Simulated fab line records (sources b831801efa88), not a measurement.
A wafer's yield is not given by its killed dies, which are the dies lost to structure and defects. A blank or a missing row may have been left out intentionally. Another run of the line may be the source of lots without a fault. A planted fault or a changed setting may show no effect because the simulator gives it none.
A lot that was struck, set against a sound lot / flow sky130 / 16 out of 708 route steps
Sound: these wafers, L245.1, L245.4, L245.5. Struck: wafer L259.5 (left out: L259.2, a lot-mate that was not struck); the cause follows at the end.
Order at every step that has rows: each side's tool, ch and its chambers, its first start. Under that, the readings that differ: sound wafers / struck wafers / difference of the means / sigmas: that difference in standard deviations of wafers without a fault.
alike: readings whose means differ by less than 2 such deviations, and words and numbers that are the same on both sides. not compared: withheld readings, readings that some wafer has no value for, bounds like >300 that may hide the same value, and numbers for which the record gives no deviation and whose values overlap.
Wherever a step has rows on one side only, a row that says differs or no value, or a row with sigmas, the two part there. Non-overlapping numbers with no deviation appear without sigmas and do not part them. A reading that every wafer of one side lacks parts them only if that side has two wafers or more.

SKY_NWELL_RS_MEAS_29: a four-point-probe measurement.
  sound on film_metro-01 at day 5 08:49; struck on film_metro-02 at day 9 12:16
  alike: NWELL_RS
SKY_NWELL_RS_MEAS_31: a four-point-probe measurement.
  sound on film_metro-01 at day 5 09:03; struck on film_metro-02 at day 9 12:31
reading=PWDE_RS (ohm/sq); sound=5354 5348 5335; struck=5272; difference=-74; sigmas=-3
then, 7 steps without rows for these wafers: SKY_VT_ADJUST_HVTP_DEHYDRATE_00 (time 60 s); SKY_VT_ADJUST_HVTP_HMDS_01 (prime time 60 s); SKY_VT_ADJUST_HVTP_COAT_02 (resist thk 1140 nm); SKY_VT_ADJUST_HVTP_SOFTBAKE_03 (time 60 s); SKY_VT_ADJUST_HVTP_EXPOSE_04 (exposes mask HVTPM, target cd 380 nm); SKY_VT_ADJUST_HVTP_PEB_05; SKY_VT_ADJUST_HVTP_DEVELOP_06 (develop time 60 s).
SKY_VT_ADJUST_HVTP_CD_MEAS_07 targets a cd of 380 nm.
  sound on cd_sem-01 at day 6 04:06; struck on cd_sem-02 at day 10 09:35
  alike: cd_nm
SKY_VT_ADJUST_HVTP_OVL_MEAS_08:
  sound on overlay-02 at day 6 04:13; struck on overlay-02 at day 10 09:42
  alike: VT_ADJUST_HVTP_OVL
SKY_VT_ADJUST_HVTP_IMPLANT_09:
  sound on implanter-03 ch 0, day 6 04:16; struck on implanter-03 ch 0, day 10 09:45
SKY_VT_ADJUST_HVTP_STRIP_10: strips in O2/N2.
  sound on plasma_asher-04 ch 0,1, day 6 04:25; struck on plasma_asher-03 ch 0, day 10 09:53
  alike: drypump_motor_current_A, o2_flow_sccm, oes_product_au, strip_time_to_endpoint_s
  not compared: rf_hours_counter_h
SKY_VT_ADJUST_HVTP_TW_MEAS_11:
  sound on film_metro-03 at day 6 04:31; struck on film_metro-02 at day 10 09:59
reading=VT_ADJUST_HVTP_TW; sound=1349 1334 1350; struck=1316; difference=-28; sigmas=-2
then, 1 step without rows for these wafers: SKY_VT_ADJUST_LVTN_DEHYDRATE_00 (time 60 s).
-- here the record skips 40 days between the struck wafers' starts before and after, leaving off in module VT_ADJUST_LVTN and picking up in module PAD_OPEN (first step shown: number 708 of the route) --
SKY_PAD_OPEN_PROBE_99:
  sound on prober-02 at day 46 10:37; struck on prober-02 at day 50 04:38
reading=killed_at_front_end; sound=27 23 25; struck=14; difference=-11; sigmas=-2
reading=model.etest.tip_p.rs_ohm_sq; sound=6738 6747 6807; struck=6231; difference=-533; sigmas=
reading=model.etest.tip_p.rs_ohm_sq_range; sound=201 214.9 168.3; struck=774; difference=+579; sigmas=
reading=model.etest.tip_p.rs_ohm_sq_rim_less_centre; sound=108.2 -7.619 66.08; struck=368.3; difference=+312.7; sigmas=
reading=model.etest.pfet_01v8.r_on_ohm_um; sound=2849 2821 2839; struck=2634; difference=-202; sigmas=
reading=model.etest.pfet_01v8.drive_ua_um; sound=196.7 198.8 199.1; struck=229.2; difference=+31.0; sigmas=
reading=model.etest.pfet_01v8_mvt.drive_ua_um; sound=155.8 158.5 156.3; struck=185.6; difference=+28.7; sigmas=
reading=model.etest.pfet_01v8.drive_ua_um_range; sound=4.431 4.157 10.16; struck=42.86; difference=+36.61; sigmas=
reading=model.etest.pfet_01v8_hvt.drive_ua_um; sound=145.5 147.9 145.6; struck=166.6; difference=+20.3; sigmas=
  alike: killed_at_M0_to_M3, killed_at_M4_up, killed_at_contacts, killed_at_other, killed_dies, killed_open, killed_short

== WHERE THEY PART ==
At SKY_NWELL_RS_MEAS_31 first; at SKY_PAD_OPEN_PROBE_99 last (within this record only).

WHY: what had been put in by the simulator
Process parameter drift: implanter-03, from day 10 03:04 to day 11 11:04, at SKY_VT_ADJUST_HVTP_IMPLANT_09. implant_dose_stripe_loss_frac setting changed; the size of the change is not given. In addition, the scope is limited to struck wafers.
